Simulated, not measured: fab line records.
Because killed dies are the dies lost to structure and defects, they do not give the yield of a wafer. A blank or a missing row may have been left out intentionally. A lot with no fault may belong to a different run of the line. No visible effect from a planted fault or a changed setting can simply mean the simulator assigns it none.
fab line records	flow gf180mcu
[record] lots = 13	wafers = 39	lastDay = 34
route steps=602 shown CONTACT@288 V1@336
lots that met no fault: taken from a fault-free run of the same line
startH: start of the lot's first displayed wafer, in hours after the record's first day	waitH: hours from the lot's prior step to this one	" the same as in the row above	L1.1+2: a single row standing in for several wafers	- value missing, or start not given	* or withheld: withheld	< > ~ a bound
route shown NAME@n: NAME is a module with steps in the file, n the number in the route of the first one	usual: the fault-free wafers' mean and standard deviation	same: alike in all rows	chamber/n: place in a boat	sites: readings site by site	_std_site: the values' standard deviation	_edge_site: inner sites' mean taken away from outer sites' mean	radiusMm: for every site, how far away it sits from the centre of the wafer	mask NAME#n: copy n	behind: the last tool/chamber to shape the wafer	hold: what put the lot on hold/how long, in hours/how the hold closed	device: which transistor (n, p or np) failed to switch	end of line: tests run on the same wafers once the route is complete	a step with no rows: only its recipe	killed: count of dies lost to structure and defects at first sort (not the wafer's yield)	map: the dies of a wafer, with x for killed, . for not killed, _ for no die there
set.NAME: the setting the step ran with; set.NAME@STEP: the setting that earlier step ran with	model.NAME: the simulator's own value behind a step, which no gauge read
one table for each step of the route and one row for each wafer, over a sample of lots
services: from which hour (startH, from the record's first day; less than 0 if before it) a tool's chamber was out of use, for how many hours, and why
[[steps]]
[step GF_CONTACT_THK_MEAS_01]
[recipe] reads = SiO2_of_CONTACT_CVD_00
[usual] CONTACT_CVD_00_THK = 299.4/2.9
lot.wafer	tool	chamber	startH	waitH	CONTACT_CVD_00_THK[nm]
L592.2	filmMetro-02	-	338.93	0.0	303.4
L592.3	"	-	"	"	296.8
L592.5	"	-	"	"	296.2
L593.1	filmMetro-02	-	344.87	0.0	301.7
L593.2	"	-	"	"	303.3
L593.4	"	-	"	"	303.3
L594.1	filmMetro-02	-	353.66	0.0	295.6
L594.4	"	-	"	"	297.8
L594.5	"	-	"	"	302.4
L595.4	filmMetro-03	-	366.40	0.0	300.5
L595.5	"	-	"	"	302.2
L595.6	"	-	"	"	300.4
L596.3	filmMetro-02	-	376.74	0.0	297.2
L596.4	"	-	"	"	295.4
L596.5	"	-	"	"	295.8
L597.2	filmMetro-02	-	383.30	0.0	305.4
L597.4	"	-	"	"	301.2
L597.6	"	-	"	"	300.5
L598.3	filmMetro-03	-	392.82	0.0	299.1
L598.4	"	-	"	"	295.9
L598.6	"	-	"	"	299.2
L600.3	filmMetro-04	-	410.46	0.0	298.8
L600.5	"	-	"	"	297.9
L600.6	"	-	"	"	297.5
L603.4	filmMetro-04	-	436.99	0.0	300.5
L603.5	"	-	"	"	299.7
L603.6	"	-	"	"	298.2
L606.1	filmMetro-02	-	458.37	0.0	297.9
L606.3	"	-	"	"	296.1
L606.4	"	-	"	"	295.3
L607.1	filmMetro-03	-	473.57	0.0	299.8
L607.2	"	-	"	"	298.5
L607.3	"	-	"	"	297.6
L609.3	filmMetro-04	-	488.17	0.1	302.8
L609.4	"	-	"	"	301.2
L609.6	"	-	"	"	299.6
L614.1	filmMetro-04	-	528.72	0.0	301.0
L614.2	"	-	"	"	297.6
L614.5	"	-	"	"	302.5
[step GF_V1_THK_MEAS_01]
[recipe] reads = SiO2_of_V1_CVD_00
[usual] V1_CVD_00_THK = 597/6.9
lot.wafer	tool	chamber	startH	waitH	V1_CVD_00_THK[nm]
L592.2	filmMetro-04	-	385.92	0.0	613
L592.3	"	-	"	"	606
L592.5	"	-	"	"	601
L593.1	filmMetro-04	-	392.31	0.0	605
L593.2	"	-	"	"	595
L593.4	"	-	"	"	602
L594.1	filmMetro-01	-	404.44	0.0	593
L594.4	"	-	"	"	592
L594.5	"	-	"	"	593
L595.4	filmMetro-04	-	415.37	0.0	601
L595.5	"	-	"	"	593
L595.6	"	-	"	"	605
L596.3	filmMetro-03	-	428.48	0.1	597
L596.4	"	-	"	"	595
L596.5	"	-	"	"	601
L597.2	filmMetro-04	-	433.10	0.0	587
L597.4	"	-	"	"	594
L597.6	"	-	"	"	594
L598.3	filmMetro-01	-	443.82	0.1	604
L598.4	"	-	"	"	591
L598.6	"	-	"	"	590
L600.3	filmMetro-03	-	460.88	0.1	595
L600.5	"	-	"	"	589
L600.6	"	-	"	"	598
L603.4	filmMetro-04	-	488.68	0.0	600
L603.5	"	-	"	"	592
L603.6	"	-	"	"	599
L606.1	filmMetro-01	-	509.82	0.0	584
L606.3	"	-	"	"	595
L606.4	"	-	"	"	592
L607.1	filmMetro-03	-	524.78	0.0	592
L607.2	"	-	"	"	592
L607.3	"	-	"	"	588
L609.3	filmMetro-01	-	537.95	0.1	598
L609.4	"	-	"	"	595
L609.6	"	-	"	"	593
L614.1	filmMetro-01	-	577.41	0.0	591
L614.2	"	-	"	"	592
L614.5	"	-	"	"	585
[step GF_V1_THK_MEAS_03]
[recipe] reads = SiO2_of_V1_CVD_02
[usual] V1_CVD_02_THK = 845/12
lot.wafer	tool	chamber	startH	waitH	V1_CVD_02_THK[nm]
L592.2	filmMetro-01	-	386.05	0.0	828
L592.3	"	-	"	"	849
L592.5	"	-	"	"	864
L593.1	filmMetro-03	-	392.44	0.0	841
L593.2	"	-	"	"	833
L593.4	"	-	"	"	853
L594.1	filmMetro-03	-	404.57	0.0	854
L594.4	"	-	"	"	848
L594.5	"	-	"	"	856
L595.4	filmMetro-01	-	415.50	0.0	866
L595.5	"	-	"	"	865
L595.6	"	-	"	"	846
L596.3	filmMetro-01	-	428.61	0.1	839
L596.4	"	-	"	"	844
L596.5	"	-	"	"	840
L597.2	filmMetro-04	-	433.23	0.0	835
L597.4	"	-	"	"	848
L597.6	"	-	"	"	839
L598.3	filmMetro-04	-	443.95	0.1	863
L598.4	"	-	"	"	864
L598.6	"	-	"	"	861
L600.3	filmMetro-01	-	461.01	0.1	848
L600.5	"	-	"	"	862
L600.6	"	-	"	"	851
L603.4	filmMetro-01	-	488.81	0.0	851
L603.5	"	-	"	"	844
L603.6	"	-	"	"	863
L606.1	filmMetro-03	-	509.95	0.0	829
L606.3	"	-	"	"	836
L606.4	"	-	"	"	835
L607.1	filmMetro-01	-	524.91	0.0	832
L607.2	"	-	"	"	828
L607.3	"	-	"	"	839
L609.3	filmMetro-04	-	538.08	0.1	850
L609.4	"	-	"	"	861
L609.6	"	-	"	"	851
L614.1	filmMetro-01	-	577.54	0.0	846
L614.2	"	-	"	"	842
L614.5	"	-	"	"	862
[step GF_V1_CMP_04]
[recipe] material = SiO2	downForcePsi = 4	platenRpm = 60	padVelocityMS = 0.94248
[usual] motorCurrentA = 11.2/0.94	retainingRingPressureFrac = 1.001/0.005	timeToEndpointS = 78/5.9
lot.wafer	tool	chamber	startH	waitH	motorCurrentA	retainingRingPressureFrac	timeToEndpointS
L592.2	cmp-02	1	386.10	0.0	10.2	0.991	76
L592.3	"	3	"	"	11.5	0.999	81
L592.5	"	1	"	"	10.9	0.991	84
L593.1	cmp-02	3	392.55	0.1	11.1	1.000	75
L593.4	"	0	"	"	12.2	1.002	89
L593.2	"	1	"	"	10.7	0.989	75
L594.1	cmp-01	0	404.63	0.1	9.8	1.003	78
L594.4	"	3	"	"	10.8	1.004	78
L594.5	"	0	"	"	9.6	1.001	78
L595.4	cmp-01	0	415.63	0.1	9.7	1.004	83
L595.6	"	2	"	"	11.0	1.002	78
L595.5	"	3	"	"	10.1	1.006	87
L596.4	cmp-01	2	428.65	0.0	10.7	1.001	76
L596.3	"	3	"	"	10.9	1.011	74
L596.5	"	3	"	"	10.9	1.013	77
L597.2	cmp-01	1	433.28	0.0	11.8	0.998	79
L597.4	"	0	"	"	9.7	0.994	74
L597.6	"	2	"	"	11.1	0.990	75
L598.3	cmp-01	0	443.99	0.0	9.4	1.004	76
L598.4	"	3	"	"	10.5	1.000	83
L598.6	"	0	"	"	10.1	1.006	77
L600.3	cmp-02	3	461.11	0.1	12.1	1.002	71
L600.5	"	3	"	"	11.7	1.002	72
L600.6	"	0	"	"	12.7	0.993	80
L603.4	cmp-01	0	488.89	0.1	9.4	1.000	78
L603.5	"	3	"	"	10.9	1.005	82
L603.6	"	0	"	"	9.9	1.000	85
L606.3	cmp-02	0	510.01	0.0	12.1	0.997	76
L606.4	"	1	"	"	10.7	1.001	71
L606.1	"	3	"	"	11.5	1.011	69
L607.3	cmp-02	2	524.97	0.0	10.7	1.008	99
L607.1	"	3	"	"	11.6	1.000	95
L607.2	"	1	"	"	10.6	1.005	93
L609.3	cmp-02	2	538.17	0.1	11.6	0.999	105
L609.4	"	3	"	"	10.4	0.991	110
L609.6	"	1	"	"	10.4	1.002	104
L614.2	cmp-01	1	577.77	0.2	12.7	1.001	83
L614.1	"	2	"	"	10.8	1.004	82
L614.5	"	3	"	"	10.6	1.006	86
[step GF_V1_ETCH_17]
[recipe] chemistry = C4F8/O2/Ar	maskMaterial = KrF	target = SiO2	stopOn = TiN	sourceW = 1500	biasW = 1200	pressureMtorr = 40	c4f8FlowSccm = withheld	O2_flow_sccm = 6	Ar_flow_sccm = 300	timeS = withheld	targetDepthA = 6300
[usual] oesProductAu = 0.856/0.0043
lot.wafer	tool	chamber	startH	waitH	oesProductAu
L592.2	rieDiel-03	0	-	-	0.856
L592.3	"	2	"	"	0.853
L592.5	"	1	"	"	0.857
L593.1	rieDiel-03	2	-	-	0.855
L593.2	"	3	"	"	0.856
L593.4	"	0	"	"	0.863
L594.1	rieDiel-04	1	-	-	0.854
L594.4	"	3	"	"	0.858
L594.5	"	1	"	"	0.857
L595.4	rieDiel-04	3	-	-	0.854
L595.5	"	0	"	"	0.853
L595.6	"	3	"	"	0.858
L596.3	rieDiel-03	1	-	-	0.862
L596.4	"	2	"	"	0.847
L596.5	"	1	"	"	0.857
L597.2	rieDiel-04	3	-	-	0.861
L597.4	"	2	"	"	0.853
L597.6	"	0	"	"	0.853
L598.3	rieDiel-03	2	-	-	0.853
L598.4	"	0	"	"	0.858
L598.6	"	1	"	"	0.853
L600.3	rieDiel-04	3	-	-	0.851
L600.5	"	0	"	"	0.856
L600.6	"	1	"	"	0.849
L603.4	rieDiel-03	2	-	-	0.861
L603.5	"	3	"	"	0.864
L603.6	"	1	"	"	0.852
L606.1	rieDiel-04	1	-	-	0.859
L606.3	"	2	"	"	0.858
L606.4	"	3	"	"	0.859
L607.1	rieDiel-03	2	-	-	0.909
L607.2	"	0	"	"	0.904
L607.3	"	1	"	"	0.908
L609.3	rieDiel-03	2	-	-	0.907
L609.4	"	3	"	"	0.915
L609.6	"	1	"	"	0.912
L614.1	rieDiel-04	0	-	-	0.858
L614.2	"	2	"	"	0.850
L614.5	"	1	"	"	0.855
[[services]]
tool	chamber	startH	hours	kind
cmp-01	-	375.95	5.6	pm
cmp-02	-	380.67	2.5	repair
cmp-02	-	404.15	4.0	pm
cmp-02	-	416.27	0.7	repair
rieDiel-03	1	418.18	16.9	repair
rieDiel-04	3	430.86	3.9	repair
rieDiel-04	1	457.67	2.0	repair
rieDiel-03	3	460.31	14.9	repair
cmp-02	-	461.80	2.2	repair
cmp-02	-	477.96	1.5	repair
cmp-02	-	489.32	12.7	pm
rieDiel-03	0	500.88	-	clean
rieDiel-03	0	500.88	19.2	scheduledDown
rieDiel-03	0	500.88	19.2	ventCycle
rieDiel-04	0	517.40	5.5	repair
rieDiel-04	1	543.01	2.6	repair
cmp-01	-	555.88	1.2	repair
cmp-01	-	572.27	4.0	pm
rieDiel-03	1	573.12	6.1	repair
cmp-01	-	576.27	-	consumableReplace:conditioner
rieDiel-03	2	579.74	4.7	repair
rieDiel-03	1	580.88	9.8	repair
cmp-02	-	591.00	1.1	repair
cmp-01	-	592.58	3.4	repair
[[key]]
[firstSign] step = GF_V1_CMP_04	reading = timeToEndpointS	direction = up	sigmas = 3.9	usual = *	struck = *
[effect] step = GF_V1_ETCH_17	reading = oesProductAu	direction = up	sigmas = 12	usual = 0.856	struck = 0.909
metAt GF_V1_CMP_04
struckLots L607,L609
notActingAt GF_CONTACT_THK_MEAS_01,GF_V1_THK_MEAS_01,GF_V1_THK_MEAS_03
onsetBetween 510.01 524.97
[fault] kind = processParameterDrift	tool = cmp-02	chamber = -	onsetH = 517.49	steps = GF_V1_CMP_04	channel = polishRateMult	offset = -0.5	shape = step	endH = 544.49
